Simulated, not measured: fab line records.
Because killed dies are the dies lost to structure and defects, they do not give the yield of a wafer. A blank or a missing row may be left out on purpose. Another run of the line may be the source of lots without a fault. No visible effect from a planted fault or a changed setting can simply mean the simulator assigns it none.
Which tool did it?	flow gf180mcu	Sampling: 12 lots, 36 wafers, 5 of 602 route steps

## WHAT EACH GAUGE READ, for each wafer
GF_V1_CD_MEAS_14 targets a cd of 260 nm.
lot	measured	on	cd-nm (nm)
L905	day 18 05:57	cd-sem-02	259.3 259.4 259.1
L906	day 18 23:44	cd-sem-02	259.6 260.4 259.8
L907	day 19 03:24	cd-sem-02	260.4 260.0 259.8
L909	day 19 22:44	cd-sem-01	256.6 257.6 257.9
L911	day 20 17:43	cd-sem-02	261.6 261.4 261.1
L916	day 22 12:49	cd-sem-02	259.5 260.7 261.1
L918	day 23 11:38	cd-sem-01	261.4 260.7 261.4
L923	day 25 04:05	cd-sem-02	242.9 242.6 242.3
L924	day 25 07:44	cd-sem-02	258.2 260.5 260.8
L926	day 26 02:21	cd-sem-02	243.5 244.5 244.2
L927	day 26 04:20	cd-sem-02	261.1 260.3 262.7
L928	day 26 10:21	cd-sem-02	259.8 259.7 259.4

GF_V1_RS_MEAS_24: measures by four-point-probe.
lot	measured	on	V1_W_RS (ohm/sq)
L905	day 18 07:19	film-metro-04	0.324 0.334 0.327
L906	day 19 00:46	film-metro-04	0.323 0.333 0.331
L907	day 19 04:26	film-metro-01	0.326 0.327 0.336
L909	day 19 23:48	film-metro-02	0.328 0.326 0.334
L911	day 20 18:47	film-metro-01	0.323 0.332 0.326
L916	day 22 13:51	film-metro-02	0.327 0.330 0.321
L918	day 23 12:40	film-metro-02	0.330 0.321 0.325
L923	day 25 05:07	film-metro-02	0.335 0.332 0.335
L924	day 25 08:46	film-metro-01	0.319 0.331 0.322
L926	day 26 03:23	film-metro-01	0.339 0.324 0.327
L927	day 26 05:23	film-metro-04	0.328 0.330 0.322
L928	day 26 11:23	film-metro-01	0.329 0.328 0.327

GF_V1_THK_MEAS_25: measures by xrf.
lot	measured	on	V1_W_THK (nm)
L905	day 18 07:26	film-metro-04	343 333 340
L906	day 19 00:53	film-metro-04	343 332 335
L907	day 19 04:33	film-metro-01	345 345 335
L909	day 19 23:55	film-metro-02	346 347 340
L911	day 20 18:55	film-metro-01	349 337 344
L916	day 22 13:57	film-metro-02	343 342 351
L918	day 23 12:47	film-metro-02	338 351 344
L923	day 25 05:14	film-metro-02	345 351 347
L924	day 25 08:52	film-metro-01	351 337 344
L926	day 26 03:29	film-metro-01	333 347 344
L927	day 26 05:29	film-metro-04	338 335 344
L928	day 26 11:29	film-metro-01	342 341 343

## WHAT TOOL EACH LOT RAN ON (gives the tool, then ch and the chambers of the sampled wafers, and finally the start)
lot	GF_V1_PEB_12	GF_V1_SPUTTER_21
L905	litho-track-04 ch 0, day 18 05:37	pvd-sputter-01, day 18 07:05
L906	litho-track-01 ch 0, day 18 23:23	pvd-sputter-03, day 19 00:34
L907	litho-track-04 ch 0, day 19 03:04	pvd-sputter-02, day 19 04:12
L909	litho-track-04 ch 0, day 19 22:23	pvd-sputter-03, day 19 23:35
L911	litho-track-02 ch 0, day 20 17:22	pvd-sputter-03, day 20 18:35
L916	litho-track-04 ch 0, day 22 12:29	pvd-sputter-02, day 22 13:35
L918	litho-track-04 ch 0, day 23 11:17	pvd-sputter-03, day 23 12:26
L923	litho-track-04 ch 0, day 25 03:44	pvd-sputter-03, day 25 04:53
L924	litho-track-01 ch 0, day 25 07:26	pvd-sputter-03, day 25 08:30
L926	litho-track-04 ch 0, day 26 02:01	pvd-sputter-01, day 26 03:08
L927	litho-track-02 ch 0, day 26 04:00	pvd-sputter-03, day 26 05:09
L928	litho-track-01 ch 0, day 26 10:01	pvd-sputter-03, day 26 11:09
- GF_V1_PEB_12: peb time 90 s.
- GF_V1_SPUTTER_21: material Ti, target thk 15 nm, time 80.02 s.

## WHAT THE TOOLS THEMSELVES READ (means of the sampled wafers that have a number; where no wafer has one, the mark that the record gives instead)
GF_V1_PEB_12.
lot	tool	chill-plate-temp-C (C)	heater-power-total-W (W)	plate-temp-C (C)
L905	litho-track-04	22.95	85.67	135.00
L906	litho-track-01	23.02	85.63	135.08
L907	litho-track-04	23.18	85.75	135.11
L909	litho-track-04	23.05	85.62	134.95
L911	litho-track-02	23.14	85.59	134.80
L916	litho-track-04	23.03	85.73	134.80
L918	litho-track-04	23.01	85.69	134.95
L923	litho-track-04	23.03	82.13	130.65
L924	litho-track-01	23.08	85.68	134.98
L926	litho-track-04	23.03	82.03	130.64
L927	litho-track-02	22.97	85.66	134.91
L928	litho-track-01	22.93	85.66	134.98

GF_V1_SPUTTER_21.
lot	tool	cathode-dc-power-W (W)	chamber-pressure-pa (Pa)	substrate-temp-c (C)	throttle-valve-pct (%)
L905	pvd-sputter-01	2500.2	5.000	199.95	30.0
L906	pvd-sputter-03	2499.5	5.000	199.81	29.7
L907	pvd-sputter-02	2500.1	5.010	199.87	29.2
L909	pvd-sputter-03	2500.1	5.004	199.96	29.3
L911	pvd-sputter-03	2499.9	5.007	199.93	29.6
L916	pvd-sputter-02	2500.4	5.010	200.15	29.4
L918	pvd-sputter-03	2500.2	5.001	200.00	29.9
L923	pvd-sputter-03	2499.8	4.994	199.98	29.3
L924	pvd-sputter-03	2500.3	5.009	199.89	29.6
L926	pvd-sputter-01	2500.4	5.003	200.11	30.0
L927	pvd-sputter-03	2499.7	5.000	199.98	29.6
L928	pvd-sputter-03	2500.1	4.997	200.07	29.3

## THE ANSWER, worked out from the rows above alone
Rule: what is usual is taken from the lots themselves. The widest of any qualifying gaps counts: lots, ordered by their means at a reading, are off when they make up no more than a third of the lots, leave a main group of 4 or more, and stand apart from it by 3 or more times the standard deviation of that group's means. Not used: any main group whose means are identical at the precision the tables above print for the reading. A lot without any number at a reading at which 4 lots or more have one is off too. The other lots that the step has rows for count as sound. Order of review: gauges by route order, followed by the tools' own readings, for which a lot's mean as printed above is used. At the first step where some lot is off, the reading lying furthest off is the one used; lots without a number count as furthest.
Off at GF_V1_CD_MEAS_14 (cd-nm): L923, L926. Main group: mean 260.0 nm, sd 1.1.
A tool fits if, at a process step before that reading, it ran every lot that is off, and no sound lot after the first of them. The gauges at GF_V1_CD_MEAS_14 aren't tried: what is off there is off at GF_V1_PEB_12 too, on other tools, and a gauge's error can't cause that. One fits: litho-track-04 at GF_V1_PEB_12. Its last sound lot is L918 (day 23 11:17), its first lot that is off L923 (day 25 03:44): a fault that began between those two fits.
The tool's own readings at GF_V1_PEB_12 bear it out: on the lots that are off they differ by more than 5 times the standard deviation of the sound lots' means. heater-power-total-W reads 82.08 W there against 85.67 W on the sound lots; plate-temp-C reads 130.64 C there against 134.96 C on the sound lots.

## WHAT THE SIMULATOR PUT IN
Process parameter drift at GF_V1_PEB_12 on litho-track-04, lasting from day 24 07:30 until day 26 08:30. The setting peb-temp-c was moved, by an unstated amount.
Lots struck among those shown: L923, L926. The same result came from the rule above.
